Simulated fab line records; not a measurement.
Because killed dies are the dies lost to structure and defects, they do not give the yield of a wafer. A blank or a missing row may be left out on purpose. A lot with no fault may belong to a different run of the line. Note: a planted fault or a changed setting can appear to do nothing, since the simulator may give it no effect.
2 desks, one fault ; flow gf180mcu ; each desk holds nothing but its own numbers, with what lay behind them at the end

THE TOOL OWNER'S DESK: pvdSputter-04
The tool's own readings at GF_TOP_METAL_SPUTTER_02 (material AlCu, target thk 900 nm, time 47.82 s): means of the sampled wafers that have a number, for each lot that ran on this tool. A lot is out of limits, marked OUT, if its mean lies more than 4 standard deviations from the usual mean; the brackets give that distance.
Columns: A = cathodeDcPowerW at GF_TOP_METAL_SPUTTER_02, usual 10600 W; B = throttleValvePct at GF_TOP_METAL_SPUTTER_02, usual 30.3 %
lot;first seen here;A;B
L614;day 27 17:41;10600;30.8
L616;day 28 14:53;10599;30.5
L627;day 31 19:59;9477 (-99 or more) OUT;30.5
L629;day 32 05:34;9477 (-99 or more) OUT;30.4
This desk finds L627, L629 out of limits, L627 being first, at day 31 19:59 (cathodeDcPowerW at GF_TOP_METAL_SPUTTER_02). L614, L616 stayed within limits.

FROM THE METROLOGY DESK
What the gauges read for every lot (on any tool): the sampled wafers with a number, averaged. A lot is out of limits, marked OUT, if its mean lies more than 4 standard deviations from the usual mean; the brackets give that distance.
Columns: A = V5_BOW at GF_V5_BOW_MEAS_05, usual 131 um; B = V5_W_THK at GF_V5_THK_MEAS_25, usual 350 nm; C = TOP_METAL_ALCU_RS at GF_TOP_METAL_RS_MEAS_05, usual 0.0329 ohm/sq; D = TOP_METAL_ALCU_THK at GF_TOP_METAL_THK_MEAS_06, usual 910 nm
lot;first seen here;A;B;C;D
L612;day 26 04:09;130;349;0.0327;917
L613;day 26 12:33;136;356;0.0330;913
L614;day 26 20:34;115;354;0.0333;896
L616;day 27 17:38;121;351;0.0333;901
L618;day 28 13:47;127;358;0.0327;917
L619;day 28 19:35;131;350;0.0328;914
L620;day 29 10:55;138;348;0.0329;907
L621;day 29 16:17;130;345;0.0325;919
L627;day 31 00:58;126;358;0.0371 (+12) OUT;805 (-8.7) OUT
L629;day 31 09:47;132;351;0.0369 (+11) OUT;814 (-8.0) OUT
L633;day 32 21:28;128;344;0.0325;927
This desk's finding: out of limits on L627, L629; first on L627, day 31 20:04 (TOP_METAL_ALCU_RS at GF_TOP_METAL_RS_MEAS_05). L612, L613, L614, L616, L618, L619, L620, L621, L633 stayed within limits.

TAKEN TOGETHER
The tool owner's desk had the chance to raise an alarm at day 31 19:59 on L627, L629.
At day 31 20:04 the metrology desk could have sounded an alarm, on L627, L629.
All the named lots went through GF_TOP_METAL_SPUTTER_02 on pvdSputter-04.

WHAT WAS PUT IN BY THE SIMULATOR
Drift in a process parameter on pvdSputter-04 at GF_TOP_METAL_SPUTTER_02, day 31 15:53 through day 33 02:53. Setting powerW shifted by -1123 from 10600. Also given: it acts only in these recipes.
Shown lots that were struck: L627, L629.
Time in hours from fault onset to the first out-of-limits reading at each desk: tool owner's desk 4, metrology desk 4.
